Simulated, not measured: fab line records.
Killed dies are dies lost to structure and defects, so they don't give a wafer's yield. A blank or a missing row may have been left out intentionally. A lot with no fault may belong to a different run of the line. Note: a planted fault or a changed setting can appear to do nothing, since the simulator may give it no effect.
Problem report, 8D (eight disciplines) form, completed by code :: flow sfq-line :: the parts of the form that need people (team, actions taken, sign-off) are left out

## 1. WHAT WENT WRONG
time-to-endpoint-s at SFQ_TRILAYER_I1_CMP_CMP_046 reads a mean of 275 s on 4 wafers of 3 lots; wafers without a fault read 212 s with a standard deviation of 7.8. That is +8.1 standard deviations from the usual mean.
The step: polishes SiO2.
First observed at day 27 17:45: wafer L960.3, on cmp-02. The record has a number at this step for 43 wafers belonging to 15 lots. By rule, "out" or "out of limits" means more than 4 standard deviations away from the usual mean. The other wafers with a number count as sound.

## 2. WHAT IT IS AND WHAT IT IS NOT
question: which readings at this step
is: time-to-endpoint-s
is not: motor-current-A

question: which lots
is: L960, L961, L962
is not: L950, L952, L953, L954, L955, L956, L957, L969, L970, L971, L972, L973

question: which wafers of those lots
is: L960.3, L960.6, L961.3, L962.3
is not: L961.4, L962.2, L962.4

question: read on which tools
is: cmp-02
is not: cmp-01

question: when
is: from day 27 17:45
is not: up to then (21 sound wafers); but 18 sound wafers of L961, L962, L969, L970, L971, L972, L973 came after

## 3. THE SUSPECTS, EACH WITH WHAT RULES IT OUT
Counting: a tool at a process step up to the reading stays a suspect if it ran every lot that is out. Sound lots after the first of them don't rule it out here, since some wafers of a struck lot are sound.
- cmp-02 at SFQ_TRILAYER_I1_CMP_CMP_046 (polishes SiO2): kept. Every lot that is out went through it, the first being L960 (day 27 17:45); the last sound lot it ran before that was L957 (day 26 12:58). Its own time-to-endpoint-s readings are out on those wafers.
The count leaves cmp-02 at SFQ_TRILAYER_I1_CMP_CMP_046.

## 4. THE CAUSE (what the simulator had put in)
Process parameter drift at SFQ_TRILAYER_I1_CMP_CMP_046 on cmp-02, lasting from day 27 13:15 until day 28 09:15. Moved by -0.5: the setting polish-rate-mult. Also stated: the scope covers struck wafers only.
This tool alone remained once counting was done.

## 5. THE CHAIN OF EFFECTS, in route order
Each row: a reading where the mean over the struck wafers with a number is more than 3 standard deviations away from the usual. Only readings whose record carries a usual standard deviation are examined. hours: median over the lots of the time between each lot's start at the first step of this table that gives one and its start at this step. sigmas: the change, counted in usual standard deviations.
hours: 0
step: SFQ_TRILAYER_I1_CMP_CMP_046
reading: time-to-endpoint-s
usual: 212 s
on struck wafers: 275
change: +63
sigmas: +8.1

hours: 3
step: SFQ_TRILAYER_I1_METRO_MEASURE_047
reading: thk-nm
usual: 199.9 nm
on struck wafers: 302.4
change: +102.5
sigmas: +85

hours: 151
step: SFQ_TRILAYER_I1_VIA_ETCH_VIA_ETCH_052
reading: oes-product-au
usual: 0.854 a.u.
on struck wafers: 1.001
change: +0.147
sigmas: +28
The process steps in it:
- SFQ_TRILAYER_I1_CMP_CMP_046: polishes SiO2.
- SFQ_TRILAYER_I1_METRO_MEASURE_047
- SFQ_TRILAYER_I1_VIA_ETCH_VIA_ETCH_052: etches SiO2 in CHF3, stops on Nb, target depth 260 nm.

## 6. HOW IT WOULD HAVE BEEN CAUGHT EARLIER
4 hours passed between the start of the fault at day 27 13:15 and the first reading out of limits in this record, taken at day 27 17:45.
